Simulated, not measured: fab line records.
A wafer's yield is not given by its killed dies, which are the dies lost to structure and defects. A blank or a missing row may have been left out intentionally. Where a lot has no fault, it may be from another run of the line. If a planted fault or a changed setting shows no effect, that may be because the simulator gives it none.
What tool caused it? || flow gf180mcu || 13 lots with 39 wafers sampled at 5 steps, on a route of 602 steps

== WHAT EACH GAUGE READ, for each wafer ==
GF_VT_IMPLANT_TW_MEAS_43. Usual: VT_IMPLANT_4_TW 699, standard deviation 3.6.
{"lot": "L269", "measured": "day 7 12:52", "on": "film_metro-03", "VT_IMPLANT_4_TW": "699 701 701", "flag": ""}
{"lot": "L272", "measured": "day 8 10:19", "on": "film_metro-01", "VT_IMPLANT_4_TW": "699 700 700", "flag": ""}
{"lot": "L274", "measured": "day 8 21:43", "on": "film_metro-02", "VT_IMPLANT_4_TW": "700 700 701", "flag": ""}
{"lot": "L275", "measured": "day 9 02:43", "on": "film_metro-02", "VT_IMPLANT_4_TW": "700 699 705", "flag": ""}
{"lot": "L278", "measured": "day 10 03:01", "on": "film_metro-03", "VT_IMPLANT_4_TW": "696 693 694", "flag": ""}
{"lot": "L279", "measured": "day 10 07:58", "on": "film_metro-03", "VT_IMPLANT_4_TW": "673 677 678", "flag": "OFF"}
{"lot": "L280", "measured": "day 10 09:26", "on": "film_metro-02", "VT_IMPLANT_4_TW": "707 703 703", "flag": ""}
{"lot": "L282", "measured": "day 11 00:49", "on": "film_metro-02", "VT_IMPLANT_4_TW": "685 682 681", "flag": "OFF"}
{"lot": "L286", "measured": "day 12 13:25", "on": "film_metro-01", "VT_IMPLANT_4_TW": "697 698 698", "flag": ""}
{"lot": "L288", "measured": "day 13 11:19", "on": "film_metro-01", "VT_IMPLANT_4_TW": "704 698 699", "flag": ""}
{"lot": "L290", "measured": "day 13 13:30", "on": "film_metro-02", "VT_IMPLANT_4_TW": "697 698 695", "flag": ""}
{"lot": "L291", "measured": "day 14 04:06", "on": "film_metro-03", "VT_IMPLANT_4_TW": "695 699 698", "flag": ""}
{"lot": "L292", "measured": "day 14 06:31", "on": "film_metro-01", "VT_IMPLANT_4_TW": "695 692 692", "flag": ""}

GF_POLY_GATE_CD_MEAS_18. Usual: cd_nm reads 280.2 nm (standard deviation 2.1).
{"lot": "L269", "measured": "day 9 06:29", "on": "cd_sem-01", "cd_nm (nm)": "278.5 284.1 282.1", "flag": ""}
{"lot": "L272", "measured": "day 10 03:04", "on": "cd_sem-02", "cd_nm (nm)": "277.2 279.8 279.1", "flag": ""}
{"lot": "L274", "measured": "day 10 15:37", "on": "cd_sem-02", "cd_nm (nm)": "278.1 278.7 277.7", "flag": ""}
{"lot": "L275", "measured": "day 11 03:32", "on": "cd_sem-01", "cd_nm (nm)": "284.7 286.6 282.8", "flag": ""}
{"lot": "L278", "measured": "day 11 23:51", "on": "cd_sem-02", "cd_nm (nm)": "279.6 277.8 277.9", "flag": ""}
{"lot": "L279", "measured": "day 12 06:50", "on": "cd_sem-02", "cd_nm (nm)": "278.7 279.6 280.8", "flag": ""}
{"lot": "L280", "measured": "day 12 07:02", "on": "cd_sem-01", "cd_nm (nm)": "281.5 279.8 279.6", "flag": ""}
{"lot": "L282", "measured": "day 13 00:35", "on": "cd_sem-02", "cd_nm (nm)": "283.9 281.7 282.5", "flag": ""}
{"lot": "L286", "measured": "day 14 15:51", "on": "cd_sem-01", "cd_nm (nm)": "281.2 282.3 281.6", "flag": ""}
{"lot": "L288", "measured": "day 15 13:11", "on": "cd_sem-01", "cd_nm (nm)": "281.0 281.8 281.0", "flag": ""}
{"lot": "L290", "measured": "day 15 19:45", "on": "cd_sem-01", "cd_nm (nm)": "279.4 278.9 281.5", "flag": ""}
{"lot": "L291", "measured": "day 16 07:46", "on": "cd_sem-01", "cd_nm (nm)": "278.6 283.2 283.3", "flag": ""}
{"lot": "L292", "measured": "day 16 10:10", "on": "cd_sem-01", "cd_nm (nm)": "281.3 282.5 281.6", "flag": ""}

GF_HV_LDD_CD_MEAS_07: the cd target is 400 nm. Usual: cd_nm reads 399.6 nm (standard deviation 2.3).
{"lot": "L269", "measured": "day 10 02:25", "on": "cd_sem-01", "cd_nm (nm)": "398.7 401.9 400.5", "flag": ""}
{"lot": "L272", "measured": "day 10 21:11", "on": "cd_sem-01", "cd_nm (nm)": "400.6 403.4 399.7", "flag": ""}
{"lot": "L274", "measured": "day 11 09:28", "on": "cd_sem-02", "cd_nm (nm)": "398.2 401.1 401.3", "flag": ""}
{"lot": "L275", "measured": "day 11 22:04", "on": "cd_sem-02", "cd_nm (nm)": "401.2 399.8 400.9", "flag": ""}
{"lot": "L278", "measured": "day 12 19:53", "on": "cd_sem-02", "cd_nm (nm)": "401.3 401.2 396.9", "flag": ""}
{"lot": "L279", "measured": "day 13 02:01", "on": "cd_sem-02", "cd_nm (nm)": "401.6 401.6 403.5", "flag": ""}
{"lot": "L280", "measured": "day 13 02:26", "on": "cd_sem-01", "cd_nm (nm)": "400.5 400.0 399.8", "flag": ""}
{"lot": "L282", "measured": "day 13 21:01", "on": "cd_sem-02", "cd_nm (nm)": "398.4 398.5 400.2", "flag": ""}
{"lot": "L286", "measured": "day 15 13:19", "on": "cd_sem-02", "cd_nm (nm)": "400.8 400.4 400.1", "flag": ""}
{"lot": "L288", "measured": "day 16 11:25", "on": "cd_sem-01", "cd_nm (nm)": "397.0 398.1 397.4", "flag": ""}
{"lot": "L290", "measured": "day 16 17:49", "on": "cd_sem-02", "cd_nm (nm)": "395.9 397.6 397.5", "flag": ""}
{"lot": "L291", "measured": "day 17 05:28", "on": "cd_sem-01", "cd_nm (nm)": "398.7 397.0 400.4", "flag": ""}
{"lot": "L292", "measured": "day 17 09:14", "on": "cd_sem-02", "cd_nm (nm)": "398.6 395.0 395.6", "flag": ""}

== TOOL THAT RAN EACH LOT (tool first, then ch and the chambers of the sampled wafers, then the start) ==
{"lot": "L269", "GF_MVSD_STRIP_10": "plasma_asher-01 ch 0,1, day 4 10:46", "GF_VT_IMPLANT_IMPLANT_41": "implanter-02 ch 0, day 7 12:37"}
{"lot": "L272", "GF_MVSD_STRIP_10": "plasma_asher-01 ch 0,1, day 5 06:34", "GF_VT_IMPLANT_IMPLANT_41": "implanter-02 ch 0, day 8 10:02"}
{"lot": "L274", "GF_MVSD_STRIP_10": "plasma_asher-02 ch 0,1, day 5 15:05", "GF_VT_IMPLANT_IMPLANT_41": "implanter-04 ch 0, day 8 21:28"}
{"lot": "L275", "GF_MVSD_STRIP_10": "plasma_asher-02 ch 0,1, day 5 19:34", "GF_VT_IMPLANT_IMPLANT_41": "implanter-04 ch 0, day 9 02:28"}
{"lot": "L278", "GF_MVSD_STRIP_10": "plasma_asher-02 ch 0,1, day 6 13:10", "GF_VT_IMPLANT_IMPLANT_41": "implanter-04 ch 0, day 10 02:46"}
{"lot": "L279", "GF_MVSD_STRIP_10": "plasma_asher-02 ch 0,1, day 6 21:40", "GF_VT_IMPLANT_IMPLANT_41": "implanter-03 ch 0, day 10 07:43"}
{"lot": "L280", "GF_MVSD_STRIP_10": "plasma_asher-02 ch 0,1, day 7 00:26", "GF_VT_IMPLANT_IMPLANT_41": "implanter-02 ch 0, day 10 09:13"}
{"lot": "L282", "GF_MVSD_STRIP_10": "plasma_asher-03 ch 0,1, day 7 11:52", "GF_VT_IMPLANT_IMPLANT_41": "implanter-03 ch 0, day 11 00:34"}
{"lot": "L286", "GF_MVSD_STRIP_10": "plasma_asher-02 ch 0,1, day 8 17:12", "GF_VT_IMPLANT_IMPLANT_41": "implanter-04 ch 0, day 12 13:10"}
{"lot": "L288", "GF_MVSD_STRIP_10": "plasma_asher-03 ch 1, day 9 04:25", "GF_VT_IMPLANT_IMPLANT_41": "implanter-03 ch 0, day 13 11:04"}
{"lot": "L290", "GF_MVSD_STRIP_10": "plasma_asher-02 ch 0,1, day 9 15:01", "GF_VT_IMPLANT_IMPLANT_41": "implanter-03 ch 0, day 13 13:15"}
{"lot": "L291", "GF_MVSD_STRIP_10": "plasma_asher-03 ch 0,1, day 10 03:57", "GF_VT_IMPLANT_IMPLANT_41": "implanter-02 ch 0, day 14 03:51"}
{"lot": "L292", "GF_MVSD_STRIP_10": "plasma_asher-02 ch 0,1, day 10 05:19", "GF_VT_IMPLANT_IMPLANT_41": "implanter-03 ch 0, day 14 06:17"}
- GF_MVSD_STRIP_10: strips in O2/N2.
- GF_VT_IMPLANT_IMPLANT_41

== AS READ BY THE TOOLS THEMSELVES (means over the sampled wafers that have a number; for cases with no such wafer, the mark the record gives instead) ==
GF_MVSD_STRIP_10. Usual: drypump_motor_current_A 5.7 A, standard deviation 0.49; heater_power_w 354 W, standard deviation 28; oes_product_au 0.722 a.u., standard deviation 0.0046; strip_time_to_endpoint_s 36.53 s, standard deviation 0.099.
{"lot": "L269", "tool": "plasma_asher-01", "drypump_motor_current_A (A)": 6.4, "heater_power_w (W)": 340, "oes_product_au (a.u.)": 0.726, "strip_time_to_endpoint_s (s)": 36.47, "flag": ""}
{"lot": "L272", "tool": "plasma_asher-01", "drypump_motor_current_A (A)": 6.5, "heater_power_w (W)": 350, "oes_product_au (a.u.)": 0.724, "strip_time_to_endpoint_s (s)": 36.39, "flag": ""}
{"lot": "L274", "tool": "plasma_asher-02", "drypump_motor_current_A (A)": 5.6, "heater_power_w (W)": 380, "oes_product_au (a.u.)": 0.724, "strip_time_to_endpoint_s (s)": 36.38, "flag": ""}
{"lot": "L275", "tool": "plasma_asher-02", "drypump_motor_current_A (A)": 5.6, "heater_power_w (W)": 378, "oes_product_au (a.u.)": 0.723, "strip_time_to_endpoint_s (s)": 36.63, "flag": ""}
{"lot": "L278", "tool": "plasma_asher-02", "drypump_motor_current_A (A)": 5.6, "heater_power_w (W)": 376, "oes_product_au (a.u.)": 0.724, "strip_time_to_endpoint_s (s)": 36.56, "flag": ""}
{"lot": "L279", "tool": "plasma_asher-02", "drypump_motor_current_A (A)": 5.3, "heater_power_w (W)": 363, "oes_product_au (a.u.)": 0.721, "strip_time_to_endpoint_s (s)": 36.49, "flag": ""}
{"lot": "L280", "tool": "plasma_asher-02", "drypump_motor_current_A (A)": 5.6, "heater_power_w (W)": 374, "oes_product_au (a.u.)": 0.714, "strip_time_to_endpoint_s (s)": 36.42, "flag": ""}
{"lot": "L282", "tool": "plasma_asher-03", "drypump_motor_current_A (A)": 5.6, "heater_power_w (W)": 330, "oes_product_au (a.u.)": 0.721, "strip_time_to_endpoint_s (s)": 36.52, "flag": ""}
{"lot": "L286", "tool": "plasma_asher-02", "drypump_motor_current_A (A)": 5.3, "heater_power_w (W)": 360, "oes_product_au (a.u.)": 0.722, "strip_time_to_endpoint_s (s)": 36.52, "flag": ""}
{"lot": "L288", "tool": "plasma_asher-03", "drypump_motor_current_A (A)": 5.6, "heater_power_w (W)": 317, "oes_product_au (a.u.)": 0.721, "strip_time_to_endpoint_s (s)": 36.54, "flag": ""}
{"lot": "L290", "tool": "plasma_asher-02", "drypump_motor_current_A (A)": 5.3, "heater_power_w (W)": 364, "oes_product_au (a.u.)": 0.717, "strip_time_to_endpoint_s (s)": 36.71, "flag": ""}
{"lot": "L291", "tool": "plasma_asher-03", "drypump_motor_current_A (A)": 5.7, "heater_power_w (W)": 330, "oes_product_au (a.u.)": 0.725, "strip_time_to_endpoint_s (s)": 36.51, "flag": ""}
{"lot": "L292", "tool": "plasma_asher-02", "drypump_motor_current_A (A)": 5.3, "heater_power_w (W)": 361, "oes_product_au (a.u.)": 0.720, "strip_time_to_endpoint_s (s)": 36.57, "flag": ""}

GF_VT_IMPLANT_IMPLANT_41. Usual: beam_energy_keV 70.006, standard deviation 0.023; dose_ions_cm2 1.0131e+12, standard deviation 1.2e+09.
{"lot": "L269", "tool": "implanter-02", "beam_energy_keV": 69.982, "dose_ions_cm2": 1.0133e+12, "flag": ""}
{"lot": "L272", "tool": "implanter-02", "beam_energy_keV": 70.007, "dose_ions_cm2": 1.0126e+12, "flag": ""}
{"lot": "L274", "tool": "implanter-04", "beam_energy_keV": 70.011, "dose_ions_cm2": 1.0128e+12, "flag": ""}
{"lot": "L275", "tool": "implanter-04", "beam_energy_keV": 70.002, "dose_ions_cm2": 1.0132e+12, "flag": ""}
{"lot": "L278", "tool": "implanter-04", "beam_energy_keV": 70.005, "dose_ions_cm2": 1.0149e+12, "flag": ""}
{"lot": "L279", "tool": "implanter-03", "beam_energy_keV": 62.836, "dose_ions_cm2": 1.0137e+12, "flag": "OFF"}
{"lot": "L280", "tool": "implanter-02", "beam_energy_keV": 70.047, "dose_ions_cm2": 1.0136e+12, "flag": ""}
{"lot": "L282", "tool": "implanter-03", "beam_energy_keV": 62.866, "dose_ions_cm2": 1.0121e+12, "flag": "OFF"}
{"lot": "L286", "tool": "implanter-04", "beam_energy_keV": 70.025, "dose_ions_cm2": 1.0131e+12, "flag": ""}
{"lot": "L288", "tool": "implanter-03", "beam_energy_keV": 70.026, "dose_ions_cm2": 1.0141e+12, "flag": ""}
{"lot": "L290", "tool": "implanter-03", "beam_energy_keV": 70.028, "dose_ions_cm2": 1.0138e+12, "flag": ""}
{"lot": "L291", "tool": "implanter-02", "beam_energy_keV": 69.997, "dose_ions_cm2": 1.0129e+12, "flag": ""}
{"lot": "L292", "tool": "implanter-03", "beam_energy_keV": 69.995, "dose_ions_cm2": 1.0118e+12, "flag": ""}

== THE ANSWER, worked out from the rows above alone ==
Rule: take the mean of a lot's wafers that have a number; if it is more than 3 standard deviations from the usual mean, the lot is off. A lot without any number at a reading at which 4 lots or more have one is off too. Where the step has rows for the other lots, those lots are counted as sound. The gauges are gone through in route order, then the tools' own readings, and for those a lot's mean is taken as printed above. The first step at which some lot is off is used, and at that step the reading that is off furthest; a lot without a number counts as furthest.
Off: at GF_VT_IMPLANT_TW_MEAS_43 (VT_IMPLANT_4_TW), L279, L282.
A tool fits if, at a process step before that reading, it ran every lot that is off, and no sound lot after the first of them. The gauges at GF_VT_IMPLANT_TW_MEAS_43 aren't tried: what is off there is off at GF_VT_IMPLANT_IMPLANT_41 too, on other tools, and a gauge's error can't cause that. Not one of the candidates tried fits.

== WHAT WAS PUT IN BY THE SIMULATOR ==
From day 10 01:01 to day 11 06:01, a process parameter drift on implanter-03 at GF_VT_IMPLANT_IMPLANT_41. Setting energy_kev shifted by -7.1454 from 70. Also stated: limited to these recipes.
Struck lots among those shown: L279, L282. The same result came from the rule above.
